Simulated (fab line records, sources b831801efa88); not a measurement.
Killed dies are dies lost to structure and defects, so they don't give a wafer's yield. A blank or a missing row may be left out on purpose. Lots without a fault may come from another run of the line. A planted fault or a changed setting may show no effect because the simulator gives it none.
Problem report in the 8D (eight disciplines) form, filled by code | flow sky130 | the parts of the form that need people (team, actions taken, sign-off) are left out

1. THE PROBLEM
NWELL_RS at SKY_NWELL_RS_MEAS_29 reads a mean of 603.6 ohm/sq on 6 wafers of 2 lots; wafers without a fault read 625.2 ohm/sq with a standard deviation of 1.7. That is -13 standard deviations from the usual mean.
The step: measures by four-point-probe.
First seen on wafer L610.1, day 9 02:14, on film_metro-03. The record holds 36 wafers of 12 lots with a number at this step. Rule for "out", or "out of limits": more than 4 standard deviations from the usual mean. The other wafers with a number count as sound.

2. WHAT IT IS AND WHAT IT IS NOT
question                    | is                           | is not
which readings at this step | NWELL_RS                     | -
which lots                  | L610, L612                   | L599, L600, L601, L602, L603, L604, L611, L615, L617, L618
which wafers of those lots  | all that have a number       | -
read on which gauges        | film_metro-02, film_metro-03 | film_metro-01
when                        | from day 9 02:14             | up to then (18 sound wafers); but 12 sound wafers of L611, L615, L617, L618 came after

3. SUSPECTS, AND WHAT RULES EACH OUT
Counting: a tool at a process step up to the reading stays a suspect if it ran every lot that is out and no sound lot after the first of them.
- the gauge at SKY_NWELL_RS_MEAS_29: ruled out. The wafers that are out were read on 2 gauges (film_metro-02, film_metro-03).
- implanter-04 at SKY_NWELL_IMPLANT_11: kept. It ran every lot that is out, first L610 (day 8 04:14), and no sound lot after that; its last sound lot up to then is L603 (day 6 11:38). Its own readings are out on those wafers: dose_ions_cm2.
Left after counting: implanter-04 at SKY_NWELL_IMPLANT_11.

4. THE CAUSE (what the simulator had put in)
Process parameter drift: implanter-04, from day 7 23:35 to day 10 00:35, at SKY_NWELL_IMPLANT_11. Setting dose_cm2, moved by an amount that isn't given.
Counting left only this tool.

5. THE CHAIN OF EFFECTS, in route order
Each row: a reading whose mean over the struck wafers that have a number lies more than 3 standard deviations from the usual. Only readings for which the record gives a usual standard deviation are gone through. hours: the time from each lot's start at the first step in this table that gives one to its start at this step, as a median over the lots. sigmas: the change in usual standard deviations.
hours | step                 | reading       | usual        | on struck wafers | change      | sigmas
0     | SKY_NWELL_IMPLANT_11 | dose_ions_cm2 | 1.9005e+13   | 2.0258e+13       | +1.2535e+12 | +54
22    | SKY_NWELL_RS_MEAS_29 | NWELL_RS      | 625.2 ohm/sq | 603.6            | -21.6       | -13
The process steps in it:
- SKY_NWELL_IMPLANT_11
Later measuring or inspecting steps at which every struck wafer that the step has a row for has a number for every such reading, and none has moved that far: SKY_METAL1_CD_MEAS_15.

6. WHAT WOULD HAVE CAUGHT IT SOONER
In this record the first reading out of limits at a measuring or inspecting step was taken at day 9 02:14, 27 hours after the fault began at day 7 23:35.
The tool's own readings at SKY_NWELL_IMPLANT_11 were out on every struck wafer that the step has a row for (dose_ions_cm2): an alarm limit on them would have fired on the first of those.
All the lots that are out (2) had begun SKY_NWELL_IMPLANT_11 on implanter-04 by day 9 02:14. A hold on the tool at that time would have spared none of them.
